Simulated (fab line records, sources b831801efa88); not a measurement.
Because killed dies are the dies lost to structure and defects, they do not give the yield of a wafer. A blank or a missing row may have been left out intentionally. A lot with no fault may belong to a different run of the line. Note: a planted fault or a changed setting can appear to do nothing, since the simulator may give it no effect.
A single fault, viewed from 2 desks / flow sfq_line / each desk has only its own numbers; what lay behind them comes last

METROLOGY DESK
Means of the sampled wafers that have a number, per lot and without regard to the tool the lot ran on: this is what the gauges read. Any lot whose mean is over 4 standard deviations away from the usual mean is out of limits and marked OUT; that distance is given in the brackets.
Columns: A = I7_BOW at SFQ_I7_BOW_MEAS_946, usual 7 um
lot=L482; first seen here=day 79 08:34; A=16
lot=L483; first seen here=day 79 11:33; A=4
lot=L484; first seen here=day 80 12:41; A=14
lot=L486; first seen here=day 82 22:43; A=16
lot=L487; first seen here=day 83 04:25; A=-5
lot=L488; first seen here=day 83 10:25; A=2
lot=L489; first seen here=day 83 10:40; A=4
lot=L490; first seen here=day 83 13:25; A=0
lot=L492; first seen here=day 83 17:32; A=16
lot=L493; first seen here=day 83 19:17; A=41
lot=L494; first seen here=day 83 22:16; A=0
lot=L495; first seen here=day 83 23:31; A=-1
lot=L496; first seen here=day 84 01:15; A=0
lot=L498; first seen here=day 84 07:17; A=3
lot=L505; first seen here=day 87 10:50; A=19
Result from this desk: across the 15 lots, nothing is out of limits.

DESK OF THE TOOL OWNER: cmp-01
The tool's own readings at SFQ_TRILAYER_I6_CMP_CMP_166 (polishes SiO2): means of the sampled wafers that have a number, for each lot that ran on this tool. Any lot whose mean is over 4 standard deviations away from the usual mean is out of limits and marked OUT; that distance is given in the brackets.
Columns: A = head_pressure_psi at SFQ_TRILAYER_I6_CMP_CMP_166, usual 3.000 psi; B = motor_current_A at SFQ_TRILAYER_I6_CMP_CMP_166, usual 10.5 A; C = time_to_endpoint_s at SFQ_TRILAYER_I6_CMP_CMP_166, usual 211 s
lot=L483; first seen here=day 72 04:11; A=3.002; B=10.7; C=215
lot=L486; first seen here=day 77 03:03; A=3.002; B=9.4; C=214
lot=L487; first seen here=day 77 05:33; A=3.000; B=10.5; C=210
lot=L492; first seen here=day 78 08:33; A=3.002; B=10.4; C=206
lot=L493; first seen here=day 78 12:03; A=2.993; B=10.4; C=147 (-9.6) OUT
lot=L494; first seen here=day 78 14:33; A=2.996; B=10.3; C=144 (-10) OUT
lot=L498; first seen here=day 79 03:03; A=3.006; B=10.1; C=146 (-9.7) OUT
This desk finds L493, L494, L498 out of limits, L493 being first, at day 78 12:03 (time_to_endpoint_s at SFQ_TRILAYER_I6_CMP_CMP_166). Within limits: L483, L486, L487, L492.

TAKEN TOGETHER
An alarm could have come from the tool owner's desk at day 78 12:03, on L493, L494, L498.
At the metrology desk, nothing out of limits was observed.
The metrology desk has L493, L494, L498 on record, within its limits.
Every lot named ran SFQ_TRILAYER_I6_CMP_CMP_166 on cmp-01.

WHAT HAD BEEN PUT IN BY THE SIMULATOR
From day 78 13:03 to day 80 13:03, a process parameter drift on cmp-01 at SFQ_TRILAYER_I6_CMP_CMP_166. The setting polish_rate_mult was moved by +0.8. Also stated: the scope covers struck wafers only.
Lots struck among those shown: L493, L494, L498.
